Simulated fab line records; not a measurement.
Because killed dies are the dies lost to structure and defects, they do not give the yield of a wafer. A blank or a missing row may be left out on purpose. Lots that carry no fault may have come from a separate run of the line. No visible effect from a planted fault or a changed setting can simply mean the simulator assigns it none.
Which tool was responsible? / flow sky130 / 13 lots with 39 wafers sampled at 5 steps, on a route of 708 steps

## WHAT EACH GAUGE READ, for each wafer
SKY_LDD_LDN_TW_MEAS_13. Usual: LDD_LDN_TW 1477, standard deviation 7.
lot=L978; measured=day 22 15:07; on=film metro-04; LDD_LDN_TW=1492 1484 1487; flag=
lot=L980; measured=day 23 10:10; on=film metro-01; LDD_LDN_TW=1483 1487 1484; flag=
lot=L982; measured=day 24 12:18; on=film metro-03; LDD_LDN_TW=1481 1486 1480; flag=
lot=L983; measured=day 24 18:50; on=film metro-01; LDD_LDN_TW=1477 1485 1484; flag=
lot=L986; measured=day 26 02:08; on=film metro-04; LDD_LDN_TW=1466 1477 1470; flag=
lot=L990; measured=day 27 08:04; on=film metro-03; LDD_LDN_TW=1471 1481 1474; flag=
lot=L993; measured=day 28 02:53; on=film metro-04; LDD_LDN_TW=1547 1553 1547; flag=OFF
lot=L994; measured=day 28 14:16; on=film metro-03; LDD_LDN_TW=1546 1540 1541; flag=OFF
lot=L996; measured=day 29 01:58; on=film metro-03; LDD_LDN_TW=1472 1469 1465; flag=
lot=L997; measured=day 29 10:28; on=film metro-01; LDD_LDN_TW=1464 1468 1471; flag=
lot=L999; measured=day 30 00:37; on=film metro-01; LDD_LDN_TW=1483 1487 1481; flag=
lot=L100; measured=day 30 09:17; on=film metro-01; LDD_LDN_TW=1486 1482 1481; flag=
lot=L101; measured=day 30 15:08; on=film metro-04; LDD_LDN_TW=1479 1470 1477; flag=

SKY_POLY_CUT_CD_MEAS_08: target cd 270 nm. Usual: cd nm at 270.0 nm, with a standard deviation of 1.3.
lot=L978; measured=day 24 00:25; on=cd sem-02; cd nm (nm)=270.4 269.9 269.5; flag=
lot=L980; measured=day 24 18:08; on=cd sem-01; cd nm (nm)=269.5 269.4 269.3; flag=
lot=L982; measured=day 25 19:08; on=cd sem-02; cd nm (nm)=269.9 270.9 270.3; flag=
lot=L983; measured=day 26 01:14; on=cd sem-02; cd nm (nm)=268.3 268.8 268.5; flag=
lot=L986; measured=day 27 08:44; on=cd sem-01; cd nm (nm)=271.4 271.2 271.0; flag=
lot=L990; measured=day 28 14:29; on=cd sem-01; cd nm (nm)=272.3 269.8 270.4; flag=
lot=L993; measured=day 29 09:05; on=cd sem-02; cd nm (nm)=272.6 270.3 269.9; flag=
lot=L994; measured=day 29 22:25; on=cd sem-02; cd nm (nm)=272.3 273.5 272.9; flag=
lot=L996; measured=day 30 07:09; on=cd sem-02; cd nm (nm)=269.2 269.2 270.2; flag=
lot=L997; measured=day 30 17:02; on=cd sem-02; cd nm (nm)=271.6 270.9 269.6; flag=
lot=L999; measured=day 31 06:55; on=cd sem-02; cd nm (nm)=270.8 269.7 271.5; flag=
lot=L100; measured=day 31 16:13; on=cd sem-01; cd nm (nm)=270.5 270.4 270.1; flag=
lot=L101; measured=day 31 19:43; on=cd sem-02; cd nm (nm)=270.0 271.0 270.5; flag=

SKY_SD_N_RS_MEAS_18: the measuring method here is four-point-probe. Usual: RES_XHIGH_RS 333.6 ohm/sq, standard deviation 1.2.
lot=L978; measured=day 27 17:02; on=film metro-03; RES_XHIGH_RS (ohm/sq)=332.9 334.4 333.3; flag=
lot=L980; measured=day 28 10:58; on=film metro-02; RES_XHIGH_RS (ohm/sq)=332.3 333.9 333.0; flag=
lot=L982; measured=day 29 11:07; on=film metro-01; RES_XHIGH_RS (ohm/sq)=332.9 333.1 333.5; flag=
lot=L983; measured=day 29 16:15; on=film metro-01; RES_XHIGH_RS (ohm/sq)=333.0 332.9 333.3; flag=
lot=L986; measured=day 30 23:17; on=film metro-01; RES_XHIGH_RS (ohm/sq)=335.1 334.8 333.5; flag=
lot=L990; measured=day 32 03:28; on=film metro-02; RES_XHIGH_RS (ohm/sq)=333.9 333.1 332.9; flag=
lot=L993; measured=day 32 21:35; on=film metro-03; RES_XHIGH_RS (ohm/sq)=334.6 334.7 335.6; flag=
lot=L994; measured=day 33 10:29; on=film metro-02; RES_XHIGH_RS (ohm/sq)=332.3 331.9 330.9; flag=
lot=L996; measured=day 33 18:38; on=film metro-03; RES_XHIGH_RS (ohm/sq)=333.3 332.6 332.6; flag=
lot=L997; measured=day 34 03:47; on=film metro-03; RES_XHIGH_RS (ohm/sq)=333.9 334.9 335.5; flag=
lot=L999; measured=day 34 16:48; on=film metro-03; RES_XHIGH_RS (ohm/sq)=333.0 333.4 332.9; flag=
lot=L100; measured=day 35 11:31; on=film metro-03; RES_XHIGH_RS (ohm/sq)=332.7 332.9 334.0; flag=
lot=L101; measured=day 35 04:02; on=film metro-01; RES_XHIGH_RS (ohm/sq)=332.8 335.2 333.4; flag=

SKY_LI_CONTACT_OVL_MEAS_13. Usual: LI_CONTACT_OVL 1 nm, standard deviation 6.4.
lot=L978; measured=day 28 21:31; on=overlay-01; LI_CONTACT_OVL (nm)=3 1 11; flag=
lot=L980; measured=day 29 16:05; on=overlay-02; LI_CONTACT_OVL (nm)=3 7 -1; flag=
lot=L982; measured=day 30 15:09; on=overlay-01; LI_CONTACT_OVL (nm)=11 -1 15; flag=
lot=L983; measured=day 30 20:41; on=overlay-01; LI_CONTACT_OVL (nm)=-7 11 -2; flag=
lot=L986; measured=day 32 03:55; on=overlay-02; LI_CONTACT_OVL (nm)=5 5 -7; flag=
lot=L990; measured=day 33 06:46; on=overlay-02; LI_CONTACT_OVL (nm)=-3 -6 9; flag=
lot=L993; measured=day 34 01:10; on=overlay-01; LI_CONTACT_OVL (nm)=5 4 -8; flag=
lot=L994; measured=day 34 13:39; on=overlay-01; LI_CONTACT_OVL (nm)=0 1 -6; flag=
lot=L996; measured=day 34 21:43; on=overlay-02; LI_CONTACT_OVL (nm)=2 4 -7; flag=
lot=L997; measured=day 35 06:09; on=overlay-02; LI_CONTACT_OVL (nm)=-4 13 -6; flag=
lot=L999; measured=day 35 19:23; on=overlay-02; LI_CONTACT_OVL (nm)=8 6 13; flag=
lot=L100; measured=day 36 14:10; on=overlay-01; LI_CONTACT_OVL (nm)=9 2 0; flag=
lot=L101; measured=day 36 07:34; on=overlay-02; LI_CONTACT_OVL (nm)=12 13 12; flag=

## EACH LOT AND THE TOOL THAT RAN IT (in order: tool; ch and the chambers of the sampled wafers; start)
lot=L978; SKY_LDD_LDN_IMPLANT_10=implanter-03 ch 0, day 22 14:43
lot=L980; SKY_LDD_LDN_IMPLANT_10=implanter-03 ch 0, day 23 09:46
lot=L982; SKY_LDD_LDN_IMPLANT_10=implanter-03 ch 0, day 24 11:54
lot=L983; SKY_LDD_LDN_IMPLANT_10=implanter-04 ch 0, day 24 18:28
lot=L986; SKY_LDD_LDN_IMPLANT_10=implanter-03 ch 0, day 26 01:44
lot=L990; SKY_LDD_LDN_IMPLANT_10=implanter-03 ch 0, day 27 07:42
lot=L993; SKY_LDD_LDN_IMPLANT_10=implanter-03 ch 0, day 28 02:29
lot=L994; SKY_LDD_LDN_IMPLANT_10=implanter-03 ch 0, day 28 13:53
lot=L996; SKY_LDD_LDN_IMPLANT_10=implanter-02 ch 0, day 29 01:34
lot=L997; SKY_LDD_LDN_IMPLANT_10=implanter-02 ch 0, day 29 10:04
lot=L999; SKY_LDD_LDN_IMPLANT_10=implanter-04 ch 0, day 30 00:15
lot=L100; SKY_LDD_LDN_IMPLANT_10=implanter-04 ch 0, day 30 08:55
lot=L101; SKY_LDD_LDN_IMPLANT_10=implanter-02 ch 0, day 30 14:45
- SKY_LDD_LDN_IMPLANT_10

## AS READ BY THE TOOLS THEMSELVES (means over the sampled wafers that have a number; for cases with no such wafer, the mark the record gives instead)
SKY_LDD_LDN_IMPLANT_10. Usual: dose ions cm2 1.2503e+13, standard deviation 1.2e+10; faraday current uA 70.4, standard deviation 1.4.
lot=L978; tool=implanter-03; dose ions cm2=1.2485e+13; faraday current uA=69.1; flag=
lot=L980; tool=implanter-03; dose ions cm2=1.2501e+13; faraday current uA=69.8; flag=
lot=L982; tool=implanter-03; dose ions cm2=1.2495e+13; faraday current uA=70.4; flag=
lot=L983; tool=implanter-04; dose ions cm2=1.2509e+13; faraday current uA=71.3; flag=
lot=L986; tool=implanter-03; dose ions cm2=1.2502e+13; faraday current uA=70.0; flag=
lot=L990; tool=implanter-03; dose ions cm2=1.2509e+13; faraday current uA=70.3; flag=
lot=L993; tool=implanter-03; dose ions cm2=2.0743e+13; faraday current uA=120.5; flag=OFF
lot=L994; tool=implanter-03; dose ions cm2=2.0739e+13; faraday current uA=117.7; flag=OFF
lot=L996; tool=implanter-02; dose ions cm2=1.2500e+13; faraday current uA=70.1; flag=
lot=L997; tool=implanter-02; dose ions cm2=1.2504e+13; faraday current uA=68.8; flag=
lot=L999; tool=implanter-04; dose ions cm2=1.2495e+13; faraday current uA=71.0; flag=
lot=L100; tool=implanter-04; dose ions cm2=1.2513e+13; faraday current uA=70.7; flag=
lot=L101; tool=implanter-02; dose ions cm2=1.2509e+13; faraday current uA=69.2; flag=

## THE ANSWER, worked out from the rows above alone
Rule: take the mean of a lot's wafers that have a number; if it is more than 3 standard deviations from the usual mean, the lot is off. A lot without any number at a reading at which 4 lots or more have one is off too. All remaining lots with rows at the step are treated as sound. After the gauges, taken in route order, come the tools' own readings; for these a lot's mean is taken, as printed above. At the first step where some lot is off, the reading lying furthest off is the one used; lots without a number count as furthest.
Off: at SKY_LDD_LDN_TW_MEAS_13 (LDD_LDN_TW), L993, L994.
If a tool, at a process step before that reading, ran all the lots that are off and no sound lot after the first of them, it fits. Not tried: the gauges at SKY_LDD_LDN_TW_MEAS_13; whatever is off there is also off at SKY_LDD_LDN_IMPLANT_10, on other tools, and gauge error can't account for it. One fits: SKY_LDD_LDN_IMPLANT_10 on implanter-03. Its last sound lot is L990 (day 27 07:42), its first lot that is off L993 (day 28 02:29): a fault that began between those two fits.
The tool's own readings at SKY_LDD_LDN_IMPLANT_10 bear it out: on the lots that are off they differ by more than 5 times the standard deviation of the sound lots' means. dose ions cm2 reads 2.0741e+13 there against 1.2502e+13 on the sound lots; faraday current uA reads 119.1 there against 70.1 on the sound lots.

## WHAT THE SIMULATOR PUT IN
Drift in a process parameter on implanter-03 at SKY_LDD_LDN_IMPLANT_10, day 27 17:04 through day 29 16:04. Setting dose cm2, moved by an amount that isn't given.
Struck lots among those shown: L993, L994. The rule given above showed the same thing.
